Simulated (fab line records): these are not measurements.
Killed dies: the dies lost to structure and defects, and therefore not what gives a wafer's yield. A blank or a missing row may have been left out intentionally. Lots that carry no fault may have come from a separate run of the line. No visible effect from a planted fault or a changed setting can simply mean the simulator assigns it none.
fab line records    flow sky130
record lots=6  wafers=18  last_day=50
route steps=708 shown PASSIVATION@689 PAD_OPEN@694
lots untouched by any fault: they come from a run of this same line in which no faults occurred
start_h: start of the lot's first displayed wafer, in hours after the record's first day    wait_h: time in hours since the lot's previous step    " unchanged from the row above    L1.1+2: one row covering several wafers at once    - no value, or no start given    * or withheld: withheld    < > ~ a bound
route shown NAME@n: NAME is a module with steps in the file, n the number in the route of the first one    usual: mean and standard deviation over wafers with no fault    same: alike in all rows    chamber/n: place in a boat    sites: per-site readings    _std_site: the standard deviation of these    _edge_site: mean of outer sites minus mean of inner sites    radius_mm: for every site, how far away it sits from the centre of the wafer    mask NAME#n: copy n    behind: the tool/chamber that last shaped the wafer    hold: reason for holding the lot/hours on hold/outcome of the hold    device: names the non-switching transistor (n, p or np)    end of line: tests of these same wafers at the route's end    a step without rows: its recipe alone    killed: the dies lost at the first sort to structure and to defects; this is not the yield of the wafer    map: per-die view of a wafer (x killed, . not killed, _ where there is no die)
set.NAME: the setting as run; set.NAME@STEP: as run at that earlier step    model.NAME: the simulator's own value behind a step, which no gauge read
certain route steps with their lots: each step a table, each wafer a row
services: when a tool's chamber went out of use (start_h, in hours from the record's first day, below 0 if earlier), for how many hours, and the reason
## steps
# step SKY_PASSIVATION_EXPOSE_08
# recipe mask_id=NSM  target_cd_nm=3000  na=0.57  dose_mj=260
# step SKY_PASSIVATION_PEB_09
# recipe temp_c=115  time_s=withheld
# step SKY_PASSIVATION_DEVELOP_10
# recipe develop_time_s=60  dev_temp_c=23
# step SKY_PASSIVATION_ETCH_11
# recipe chemistry=CF4/O2  target_depth_nm=725  stop_on=AlCu  source_w=800  bias_w=150  pressure_mtorr=150  cf4_flow_sccm=80  O2_flow_sccm=10  time_s=161.1
# usual cf4_flow_sccm=80.00/0.24  drypump_motor_current_A=5.4/0.38  oes_product_au=0.976/0.0082  throttle_valve_pct=5.966/0.0097
lot.wafer  tool         chamber  start_h  wait_h  cf4_flow_sccm  drypump_motor_current_A  oes_product_au  rf_hours_counter_h  throttle_valve_pct
L974.2     rie_diel-01  2        1059.24  -       80.26          5.4                      0.990           22                  5.971
L974.3     "            0        "        "       79.65          5.1                      0.971           3                   5.979
L974.5     "            0        "        "       80.29          5.1                      0.984           -                   5.974
L983.2     rie_diel-03  2        1121.84  -       80.19          5.4                      0.977           9                   5.982
L983.3     "            1        "        "       79.83          5.2                      0.978           21                  5.977
L983.5     "            3        "        "       80.10          5.4                      0.977           -                   5.961
L986.1     rie_diel-01  2        1132.65  -       80.05          5.4                      0.983           24                  5.977
L986.3     "            1        "        "       80.45          5.0                      0.975           9                   5.945
L986.5     "            1        "        "       79.86          4.9                      0.973           -                   5.967
L993.1     rie_diel-01  1        1169.45  -       79.91          4.9                      0.971           10                  5.956
L993.2     "            3        "        "       79.87          5.7                      0.981           17                  5.957
L993.5     "            1        "        "       80.29          4.9                      0.981           -                   5.968
L995.3     rie_diel-02  0        1178.64  -       80.26          5.0                      0.976           18                  5.958
L995.4     "            3        "        "       79.64          6.0                      0.988           5                   5.968
L995.6     "            0        "        "       80.10          5.0                      0.989           -                   5.967
L996.3     rie_diel-03  0        1184.89  -       80.13          6.2                      0.976           21                  5.967
L996.5     "            3        "        "       79.54          5.5                      0.979           -                   5.976
L996.6     "            1        "        "       79.62          5.2                      0.978           -                   5.968
# step SKY_PASSIVATION_STRIP_12
# recipe chemistry=O2/N2  power_w=1400  pressure_mtorr=1500  platen_temp_c=withheld  overash_fraction=0.7  o2_flow_sccm=3000  n2_flow_sccm=300
# usual drypump_motor_current_A=5.5/0.36  oes_product_au=0.661/0.0049  strip_time_to_endpoint_s=31.58/0.14
lot.wafer  tool             chamber  start_h  wait_h  drypump_motor_current_A  oes_product_au  rf_hours_counter_h  strip_time_to_endpoint_s
L974.2     plasma_asher-01  0        1059.35  0.1     5.8                      0.657           94                  31.36
L974.3     "                1        "        "       5.6                      0.652           -                   31.54
L974.5     "                0        "        "       5.8                      0.658           -                   31.49
L983.2     plasma_asher-02  1        1121.95  0.1     4.9                      0.661           30                  31.71
L983.3     "                1        "        "       5.0                      0.656           -                   31.43
L983.5     "                1        "        "       5.0                      0.660           -                   31.62
L986.1     plasma_asher-01  0        1132.76  0.1     5.8                      0.673           101                 31.46
L986.3     "                1        "        "       5.6                      0.660           -                   31.78
L986.5     "                0        "        "       5.8                      0.658           -                   31.89
L993.1     plasma_asher-01  1        1169.56  0.1     5.7                      0.664           105                 31.63
L993.2     "                0        "        "       5.8                      0.662           105                 31.44
L993.5     "                1        "        "       5.6                      0.669           -                   31.68
L995.3     plasma_asher-02  0        1178.78  0.1     5.2                      0.665           -                   31.63
L995.4     "                1        "        "       5.0                      0.666           -                   31.49
L995.6     "                0        "        "       5.2                      0.660           -                   31.69
L996.3     plasma_asher-02  0        1185.03  0.1     5.2                      0.660           -                   31.85
L996.5     "                1        "        "       5.0                      0.659           -                   31.69
L996.6     "                0        "        "       5.2                      0.661           -                   31.74
# step SKY_PAD_OPEN_DEHYDRATE_00
# recipe temp_c=200  time_s=60
# step SKY_PAD_OPEN_HMDS_01
# recipe prime_time_s=60  prime_temp_c=120
# step SKY_PAD_OPEN_COAT_02
# recipe spin_rpm=2000  resist_thk_nm=3000
# step SKY_PAD_OPEN_SOFTBAKE_03
# recipe temp_c=110  time_s=withheld
# step SKY_PAD_OPEN_EXPOSE_04
# recipe mask_id=PDM  target_cd_nm=60000  na=0.57  dose_mj=260
# step SKY_PAD_OPEN_PEB_05
# recipe temp_c=115  time_s=withheld
# step SKY_PAD_OPEN_DEVELOP_06
# recipe develop_time_s=60  dev_temp_c=23
# step SKY_PAD_OPEN_ETCH_07
# recipe chemistry=CF4/O2  target_depth_nm=725  stop_on=AlCu  source_w=800  bias_w=150  pressure_mtorr=150  cf4_flow_sccm=80  O2_flow_sccm=10  time_s=161.1
# usual cf4_flow_sccm=79.99/0.25  drypump_motor_current_A=5.5/0.43  oes_product_au=0.977/0.0087  throttle_valve_pct=5.964/0.0091
lot.wafer  tool         chamber  start_h  wait_h  cf4_flow_sccm  drypump_motor_current_A  oes_product_au  rf_hours_counter_h  throttle_valve_pct  model.PAD_OPEN.feature_depth_nm  model.etch.depth_nm
L974.2     rie_diel-02  2        1080.79  -       79.84          5.2                      0.983           26                  5.971               707.7                            707.7
L974.3     "            0        "        "       79.93          5.0                      0.978           14                  5.975               705.5                            705.5
L974.5     "            0        "        "       79.88          5.0                      0.988           -                   5.962               712.9                            712.9
L983.2     rie_diel-01  0        1140.69  -       79.50          5.1                      0.970           6                   5.956               697.7                            697.7
L983.3     "            1        "        "       79.89          4.9                      0.969           9                   5.968               702.4                            702.4
L983.5     "            2        "        "       79.88          5.4                      0.979           -                   5.969               699.5                            699.5
L986.1     rie_diel-02  2        1151.32  -       80.20          5.2                      0.984           28                  5.972               705.6                            705.6
L986.3     "            3        "        "       80.60          6.0                      0.971           4                   5.958               703                              703
L986.5     "            1        "        "       79.90          6.0                      0.985           -                   5.993               714.2                            714.2
L993.1     rie_diel-02  0        1186.84  -       79.52          5.0                      0.858           18                  5.915               547.7                            547.7
L993.2     "            1        "        "       79.74          6.0                      0.840           31                  5.935               544.5                            544.5
L993.5     "            2        "        "       80.10          5.2                      0.853           -                   5.928               551.6                            551.6
L995.3     rie_diel-02  2        1195.27  -       80.51          5.2                      0.849           30                  5.922               545.8                            545.8
L995.4     "            3        "        "       80.19          6.0                      0.855           5                   5.921               555.3                            555.3
L995.6     "            3        "        "       79.93          6.0                      0.854           -                   5.922               553.5                            553.5
L996.3     rie_diel-01  3        1200.64  -       80.46          5.7                      0.984           18                  5.953               708.2                            708.2
L996.5     "            2        "        "       79.80          5.4                      0.983           -                   5.976               711.3                            711.3
L996.6     "            1        "        "       79.71          4.9                      0.970           -                   5.966               703.3                            703.3
# step SKY_PAD_OPEN_STRIP_08
# recipe chemistry=O2/N2  power_w=1400  pressure_mtorr=1500  platen_temp_c=withheld  overash_fraction=0.7  o2_flow_sccm=3000  n2_flow_sccm=300
# usual drypump_motor_current_A=5.4/0.53  oes_product_au=0.663/0.0046  strip_time_to_endpoint_s=37.09/0.13
lot.wafer  tool             chamber  start_h  wait_h  drypump_motor_current_A  oes_product_au  rf_hours_counter_h  strip_time_to_endpoint_s
L974.2     plasma_asher-01  1        1080.90  0.1     5.6                      0.656           96                  37.07
L974.3     "                0        "        "       5.7                      0.665           -                   36.97
L974.5     "                0        "        "       5.8                      0.665           -                   37.07
L983.2     plasma_asher-02  0        1140.79  0.1     5.2                      0.663           32                  37.35
L983.3     "                0        "        "       5.2                      0.663           -                   37.26
L983.5     "                1        "        "       5.0                      0.659           -                   37.15
L986.1     plasma_asher-01  1        1151.43  0.1     5.6                      0.661           103                 36.95
L986.3     "                0        "        "       5.8                      0.652           -                   37.01
L986.5     "                0        "        "       5.8                      0.668           -                   37.07
L993.1     plasma_asher-04  1        1186.94  0.1     4.8                      0.667           79                  37.10
L993.2     "                0        "        "       6.4                      0.668           79                  37.11
L993.5     "                0        "        "       6.4                      0.663           -                   37.14
L995.3     plasma_asher-04  1        1195.41  0.1     4.9                      0.659           -                   37.13
L995.4     "                0        "        "       6.4                      0.659           -                   37.12
L995.6     "                0        "        "       6.4                      0.657           -                   37.17
L996.3     plasma_asher-02  1        1200.78  0.1     5.0                      0.670           -                   37.11
L996.5     "                1        "        "       4.9                      0.672           -                   37.07
L996.6     "                0        "        "       5.2                      0.669           -                   37.07
# step SKY_PAD_OPEN_PROBE_99
# usual defect_limited_yield=82.3/2  killed_at_M0_to_M3=45/7.5  killed_at_M4_up=3.2/1.8  killed_at_contacts=24/4.9  killed_at_front_end=15/4.4  killed_at_other=0.3/0.54  killed_dies=87/9.8  killed_open=47/6.4  killed_short=40/6.5
# same gross_dies=492  killed_at_back_side=0
lot.wafer  tool       chamber  start_h  wait_h  defect_limited_yield[%]  killed_at_M0_to_M3  killed_at_M4_up  killed_at_contacts  killed_at_front_end  killed_at_other  killed_dies  killed_open  killed_short  model.etest.tester.sort_n_pass  model.etest.tester.sort_yield_pct  model.etest.tester.sort_bin_5_pct  model.etest.pfet_01v8_mvt.under_floor  model.etest.res_iso_pwell.open  model.etest.pfet_16v.under_floor  model.etest.res_pwell_under_gate.open  model.etest.diode_pdiff_nwell_hv.under_floor
L974.2     prober-01  -        1083.16  0.1     84.1                     34                  0                25                  19                   0                78           35           43            414                             84.15                              8.943                              0                                      0                               0                                 0                                      0
L974.3     prober-01  -        1083.21  0.2     83.3                     43                  5                23                  11                   0                82           45           37            410                             83.33                              9.553                              0                                      0                               0                                 0                                      0
L974.5     prober-01  -        1083.31  0.2     81.7                     47                  3                20                  20                   0                90           52           38            402                             81.71                              10.98                              0                                      0                               0                                 0                                      0
L983.2     prober-01  -        1143.07  0.1     76.6                     57                  4                33                  21                   0                115          59           56            377                             76.63                              13.62                              0                                      0                               0                                 0                                      0
L983.3     prober-01  -        1143.12  0.2     83.7                     42                  1                19                  18                   0                80           44           36            412                             83.74                              11.99                              0                                      0                               0                                 0                                      0
L983.5     prober-01  -        1143.22  0.2     83.5                     38                  4                24                  15                   0                81           48           33            411                             83.54                              9.756                              0                                      0                               0                                 0                                      0
L986.1     prober-02  -        1153.64  0.1     81.1                     57                  7                14                  15                   0                93           48           45            399                             81.1                               11.59                              0                                      0                               0                                 0                                      0
L986.3     prober-02  -        1153.74  0.2     78.9                     61                  3                17                  23                   0                104          52           52            388                             78.86                              11.79                              0                                      0                               0                                 0                                      0
L986.5     prober-02  -        1153.84  0.2     81.3                     56                  2                21                  13                   0                92           58           34            400                             81.3                               10.98                              0                                      0                               0                                 0                                      0
L993.1     prober-01  -        1189.19  0.1     83.7                     44                  0                21                  15                   0                80           46           34            0                               0                                  92.89                              1                                      1                               1                                 1                                      1
L993.2     prober-01  -        1189.24  0.1     84.8                     35                  3                27                  10                   0                75           37           37            0                               0                                  93.09                              1                                      1                               1                                 1                                      1
L993.5     prober-01  -        1189.39  0.2     85.2                     28                  4                29                  12                   0                73           42           31            0                               0                                  94.31                              1                                      1                               1                                 1                                      1
L995.3     prober-02  -        1197.69  0.2     83.3                     37                  4                24                  17                   0                82           46           36            0                               0                                  92.28                              1                                      1                               1                                 1                                      1
L995.4     prober-02  -        1197.74  0.2     83.1                     39                  2                29                  12                   1                83           46           37            0                               0                                  94.31                              1                                      1                               1                                 1                                      1
L995.6     prober-02  -        1197.84  0.2     83.3                     41                  4                26                  11                   0                82           42           40            0                               0                                  92.68                              1                                      1                               1                                 1                                      1
L996.3     prober-01  -        1203.06  0.2     86.0                     38                  1                20                  10                   0                69           37           30            423                             85.98                              9.35                               0                                      0                               0                                 0                                      0
L996.5     prober-01  -        1203.16  0.2     80.7                     45                  2                31                  17                   0                95           49           46            397                             80.69                              11.18                              0                                      0                               0                                 0                                      0
L996.6     prober-01  -        1203.21  0.2     83.7                     38                  1                31                  10                   0                80           46           34            412                             83.74                              11.79                              0                                      0                               0                                 0                                      0
# killed by level:class
L974.2 CONTACT:geometric_particle:short=8 CONTACT:geometric_particle:open=8 VIA1:geometric_particle:open=7 FIELD_ISO:geometric_particle:open=6 METAL1:geometric_particle:short=6 METAL2:geometric_particle:short=5 VIA2:geometric_particle:open=5 FIELD_ISO:geometric_particle:short=4
L974.3 VIA1:geometric_particle:open=14 CONTACT:geometric_particle:open=12 VIA1:geometric_particle:short=8 METAL2:geometric_particle:short=6 LI_CONTACT:geometric_particle:open=5 FIELD_ISO:geometric_particle:short=4 VIA2:geometric_particle:open=4 VIA3:geometric_particle:open=4
L974.5 VIA2:geometric_particle:open=10 VIA3:geometric_particle:open=9 VIA1:geometric_particle:open=8 FIELD_ISO:geometric_particle:short=7 CONTACT:geometric_particle:open=7 FIELD_ISO:geometric_particle:open=5 VIA1:geometric_particle:short=5 LI_CONTACT:geometric_particle:short=4
L983.2 CONTACT:geometric_particle:open=12 VIA1:geometric_particle:open=10 VIA1:geometric_particle:short=9 VIA3:geometric_particle:open=9 FIELD_ISO:geometric_particle:short=8 VIA2:geometric_particle:open=8 LI_CONTACT:geometric_particle:open=7 CONTACT:geometric_particle:short=7
L983.3 VIA1:geometric_particle:open=12 VIA3:geometric_particle:short=7 CONTACT:geometric_particle:open=6 VIA3:geometric_particle:open=5 VIA2:geometric_particle:open=5 FIELD_ISO:geometric_particle:short=4 FIELD_ISO:geometric_particle:open=4 POLY_GATE:geometric_particle:open=4
L983.5 CONTACT:geometric_particle:open=11 VIA2:geometric_particle:open=8 LI_CONTACT:geometric_particle:open=6 VIA1:geometric_particle:short=5 VIA1:geometric_particle:open=5 VIA3:geometric_particle:open=5 FIELD_ISO:geometric_particle:open=4 METAL4:geometric_particle:short=4
L986.1 VIA1:geometric_particle:open=20 METAL1:geometric_particle:short=7 FIELD_ISO:geometric_particle:short=6 LI_CONTACT:geometric_particle:open=5 VIA2:geometric_particle:short=5 VIA3:geometric_particle:open=5 VIA1:geometric_particle:short=4 CONTACT:geometric_particle:open=4
L986.3 VIA1:geometric_particle:open=12 VIA3:geometric_particle:open=10 METAL1:geometric_particle:short=8 CONTACT:geometric_particle:open=8 SPACER:geometric_particle:short=7 VIA2:geometric_particle:open=7 VIA3:geometric_particle:short=5 VIA2:geometric_particle:short=5
L986.5 VIA1:geometric_particle:open=18 CONTACT:geometric_particle:open=9 LI_CONTACT:geometric_particle:open=8 VIA2:geometric_particle:short=7 METAL1:geometric_particle:short=6 VIA3:geometric_particle:open=5 POLY_GATE:geometric_particle:short=4 METAL2:geometric_particle:short=4
L993.1 CONTACT:geometric_particle:open=9 VIA3:geometric_particle:open=9 VIA1:geometric_particle:open=8 VIA2:geometric_particle:short=7 VIA1:geometric_particle:short=7 CONTACT:geometric_particle:short=5 FIELD_ISO:geometric_particle:open=4 LI_CONTACT:geometric_particle:open=4
L993.2 CONTACT:geometric_particle:open=13 METAL2:geometric_particle:short=8 VIA1:geometric_particle:open=7 CONTACT:geometric_particle:short=6 VIA2:geometric_particle:short=6 LI_CONTACT:geometric_particle:open=5 VIA3:geometric_particle:short=4 VIA3:geometric_particle:open=4
L993.5 LI_CONTACT:geometric_particle:open=9 CONTACT:geometric_particle:open=8 VIA1:geometric_particle:short=6 CONTACT:geometric_particle:short=6 VIA3:geometric_particle:open=5 VIA2:geometric_particle:open=5 FIELD_ISO:geometric_particle:short=4 VIA1:geometric_particle:open=4
L995.3 VIA1:geometric_particle:open=14 LI_CONTACT:geometric_particle:open=8 LOCAL_INTERCONNECT:geometric_particle:short=8 FIELD_ISO:geometric_particle:short=6 CONTACT:geometric_particle:open=6 POLY_GATE:geometric_particle:short=4 METAL1:geometric_particle:short=4 METAL2:geometric_particle:short=4
L995.4 CONTACT:geometric_particle:open=13 VIA1:geometric_particle:open=11 FIELD_ISO:geometric_particle:short=6 VIA3:geometric_particle:open=6 CONTACT:geometric_particle:short=5 LOCAL_INTERCONNECT:geometric_particle:short=5 LI_CONTACT:geometric_particle:short=4 METAL1:geometric_particle:short=4
L995.6 CONTACT:geometric_particle:open=13 METAL1:geometric_particle:short=8 VIA1:geometric_particle:open=7 LI_CONTACT:geometric_particle:open=6 METAL2:geometric_particle:short=6 VIA2:geometric_particle:open=6 FIELD_ISO:geometric_particle:short=5 FIELD_ISO:geometric_particle:open=4
L996.3 VIA1:geometric_particle:open=13 CONTACT:geometric_particle:open=8 VIA2:geometric_particle:open=7 LOCAL_INTERCONNECT:geometric_particle:short=5 FIELD_ISO:geometric_particle:open=4 VIA2:geometric_particle:short=4 CONTACT:geometric_particle:short=4 VIA3:geometric_particle:short=4
L996.5 CONTACT:geometric_particle:open=12 VIA1:geometric_particle:open=11 FIELD_ISO:geometric_particle:open=7 VIA2:geometric_particle:open=6 LI_CONTACT:geometric_particle:short=5 LI_CONTACT:geometric_particle:open=5 LOCAL_INTERCONNECT:geometric_particle:short=5 VIA2:geometric_particle:short=5
L996.6 CONTACT:geometric_particle:open=13 VIA1:geometric_particle:open=9 METAL1:geometric_particle:short=8 VIA2:geometric_particle:open=8 LI_CONTACT:geometric_particle:open=7 LOCAL_INTERCONNECT:geometric_particle:short=4 LI_CONTACT:geometric_particle:short=3 METAL3:geometric_particle:short=3
## services
tool             chamber  start_h  hours  kind
rie_diel-02      3        1040.19  -      clean
rie_diel-02      3        1040.19  13.8   scheduled_down
rie_diel-02      3        1040.19  13.8   vent_cycle
rie_diel-03      3        1044.54  8.5    repair
rie_diel-01      2        1049.82  7.2    repair
rie_diel-02      1        1057.85  10.4   repair
plasma_asher-02  -        1077.56  1.5    repair
plasma_asher-04  -        1098.30  3.9    repair
rie_diel-02      0        1105.48  2.4    repair
rie_diel-01      0        1119.67  5.4    repair
plasma_asher-01  -        1140.98  2.8    pm
plasma_asher-02  -        1146.72  2.8    pm
rie_diel-02      -        1149.57  0.7    repair
rie_diel-03      2        1178.07  8.2    repair
## key
first_sign step=SKY_PAD_OPEN_ETCH_07  reading=oes_product_au  direction=down  sigmas=14  usual=0.977  struck=0.852
effect step=SKY_PAD_OPEN_ETCH_07  reading=throttle_valve_pct  direction=down  sigmas=4.4  usual=5.964  struck=5.924
model_effect step=SKY_PAD_OPEN_ETCH_07  value=PAD_OPEN.feature_depth_nm  without=716.4  struck=549.7
model_effect step=SKY_PAD_OPEN_PROBE_99  value=etest.tester.sort_n_pass  without=412.8  struck=0
met_at SKY_PAD_OPEN_ETCH_07
struck_wafers L993.1,L993.2,L993.5,L995.3,L995.4,L995.6
onset_between 1151.32 1186.84
fault kind=process_parameter_drift  tool=rie_diel-02  chamber=-  onset_h=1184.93  steps=SKY_PAD_OPEN_ETCH_07  channel=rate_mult  offset=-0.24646  shape=step  end_h=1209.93
